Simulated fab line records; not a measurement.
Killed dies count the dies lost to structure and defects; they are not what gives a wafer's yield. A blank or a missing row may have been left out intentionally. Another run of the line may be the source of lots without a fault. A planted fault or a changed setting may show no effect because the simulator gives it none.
Code-filled problem report in 8D (eight disciplines) form / flow gf180mcu / the parts of the form that need people (team, actions taken, sign-off) are left out

## 1. WHAT WENT WRONG
chamber pressure pa at GF_M2_SPUTTER_04 reads a mean of 0.4779 Pa on 6 wafers of 2 lots; wafers without a fault read 0.4001 Pa with a standard deviation of 0.00072. That is +99 or more standard deviations from the usual mean.
The step: material TiN, target thk 50 nm, time 41.7 s.
First observed at day 21 23:31: wafer L740.2, on pvd sputter-04. Wafers with a number at this step in the record: 18, from 6 lots. The rule behind "out" and "out of limits": a value lying over 4 standard deviations away from the usual mean. Any other wafer with a number is counted as sound.

## 2. WHAT IT IS, AND WHAT IT ISN'T
question=which readings at this step | is=chamber pressure pa | is not=-
question=which lots | is=L740, L741 | is not=L731, L738, L750, L753
question=which wafers of those lots | is=all that have a number | is not=-
question=read on which tools | is=pvd sputter-04 | is not=pvd sputter-03
question=when | is=from day 21 23:31 | is not=up to then (6 sound wafers); but 6 sound wafers of L750, L753 came after

## 3. SUSPECTS, AND WHAT RULES EACH OUT
Counting: a tool stays on the suspect list if, at a process step up to the reading, it processed all lots that are out and no sound lot following the first of them.
- pvd sputter-04 at GF_M2_SPUTTER_01 (material TiN, target thk 30 nm, time 25 s): ruled out as a lasting fault. After its first lot that is out, L740 (day 21 23:26), sound lots L750 ran on it.
- pvd sputter-04 at GF_M2_SPUTTER_04 (material TiN, target thk 50 nm, time 41.7 s): ruled out as a lasting fault. After its first lot that is out, L740 (day 21 23:31), sound lots L750 ran on it.
Left after counting: nothing in the record.

## 4. THE CAUSE (what the simulator had put in)
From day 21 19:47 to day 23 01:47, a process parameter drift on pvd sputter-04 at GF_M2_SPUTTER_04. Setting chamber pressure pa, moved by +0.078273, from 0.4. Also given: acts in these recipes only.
Counting ruled it out, wrongly.

## 5. SEQUENCE OF EFFECTS, ordered by route
Rows list readings where the struck wafers' mean (over those with a number) sits beyond 3 standard deviations from the usual. Only readings for which the record gives a usual standard deviation are gone through. hours: the time from each lot's start at the first step in this table that gives one to its start at this step, as a median over the lots. sigmas: the change in usual standard deviations.
hours=0; step=GF_M2_SPUTTER_04; reading=chamber pressure pa; usual=0.4001 Pa; on struck wafers=0.4779; change=+0.0778; sigmas=+99 or more
hours=0; step=GF_M2_SPUTTER_04; reading=throttle valve pct; usual=30.3 %; on struck wafers=27.4; change=-2.9; sigmas=-3.2
Here are the process steps it includes:
- GF_M2_SPUTTER_04: material TiN, target thk 50 nm, time 41.7 s.
Later measuring or inspecting steps at which every struck wafer that the step has a row for has a number for every such reading, and none has moved that far: GF_M2_RS_MEAS_05, GF_M2_THK_MEAS_06, GF_M2_CD_MEAS_14, GF_M2_OVL_MEAS_15, GF_V2_THK_MEAS_01, GF_V2_THK_MEAS_03, GF_V2_BOW_MEAS_05.

## 6. HOW IT WOULD HAVE BEEN CAUGHT EARLIER
In this record the first reading out of limits was taken at day 21 23:31, 4 hours after the fault began at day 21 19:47.
